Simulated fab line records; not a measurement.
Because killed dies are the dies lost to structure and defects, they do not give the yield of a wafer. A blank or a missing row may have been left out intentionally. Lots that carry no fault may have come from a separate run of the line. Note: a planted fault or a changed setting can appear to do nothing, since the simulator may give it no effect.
Matching of chambers + flow sky130 + 4 sister chambers for SKY_VIA3_ETCH_15 on rie diel-02
The step etches SiO2 in C4F8/O2/Ar, stops on TiN, target depth 507 nm, time 78 s. 14 wafers are shown with their chamber, then 7 later ones without.

== WAFERS, EACH WITH ITS CHAMBER ==
| wafer  | chamber | oes product au (a.u.) |
|--------|---------|-----------------------|
| L074.3 | 3       | 0.951                 |
| L074.5 | 0       | 0.948                 |
| L074.6 | 1       | 0.941                 |
| L077.1 | 2       | 0.945                 |
| L077.4 | 3       | 0.945                 |
| L077.6 | 3       | 0.947                 |
| L079.1 | 0       | 0.946                 |
| L079.3 | 1       | 0.948                 |
| L079.6 | 2       | 0.941                 |
| L081.1 | 0       | 0.946                 |
| L081.4 | 3       | 0.948                 |
| L081.5 | 1       | 0.946                 |
| L083.1 | 0       | 0.949                 |
| L083.5 | 0       | 0.943                 |

SIGNATURES (averages over the wafers above)
| reading        | chamber 0 | chamber 1 | chamber 2 | chamber 3 | scatter within a chamber |
|----------------|-----------|-----------|-----------|-----------|--------------------------|
| oes product au | 0.94640   | 0.94500   | 0.94300   | 0.94775   | 0.00272                  |
Rule: for a wafer and a chamber, the distance is found by dividing, reading by reading, the gap between the wafer's reading and the chamber's mean by the reading's scatter, squaring, summing and taking the root. If the next closest chamber is less than 2 further off than the closest, the wafer can't be placed; otherwise it belongs to the closest. The scatter is the square root of a quotient: the sum, over the shown wafers, of each reading's squared deviation from its chamber's mean, divided by wafers minus chambers.

== WAFERS WHOSE CHAMBER IS MISSING ==
| wafer  | oes product au (a.u.) |
|--------|-----------------------|
| L083.6 | 0.949                 |
| L084.1 | 0.946                 |
| L084.3 | 0.944                 |
| L084.5 | 0.947                 |
| L094.1 | 0.943                 |
| L094.4 | 0.948                 |
| L094.6 | 0.943                 |

== WHICH CHAMBER EACH ONE RAN IN ==
| wafer  | from the rows above               | in truth |
|--------|-----------------------------------|----------|
| L083.6 | can't be placed: 3 or 0 or 1 or 2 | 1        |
| L084.1 | can't be placed: 0 or 1 or 3 or 2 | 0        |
| L084.3 | can't be placed: 1 or 2 or 0 or 3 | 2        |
| L084.5 | can't be placed: 0 or 3 or 1 or 2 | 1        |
| L094.1 | can't be placed: 2 or 1 or 0 or 3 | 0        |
| L094.4 | can't be placed: 3 or 0 or 1 or 2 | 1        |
| L094.6 | can't be placed: 2 or 1 or 0 or 3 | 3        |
0 of 7 placed correctly. Can't be placed from these rows: 7 (the true chamber is among the candidates in 7). Placed wrongly: 0.
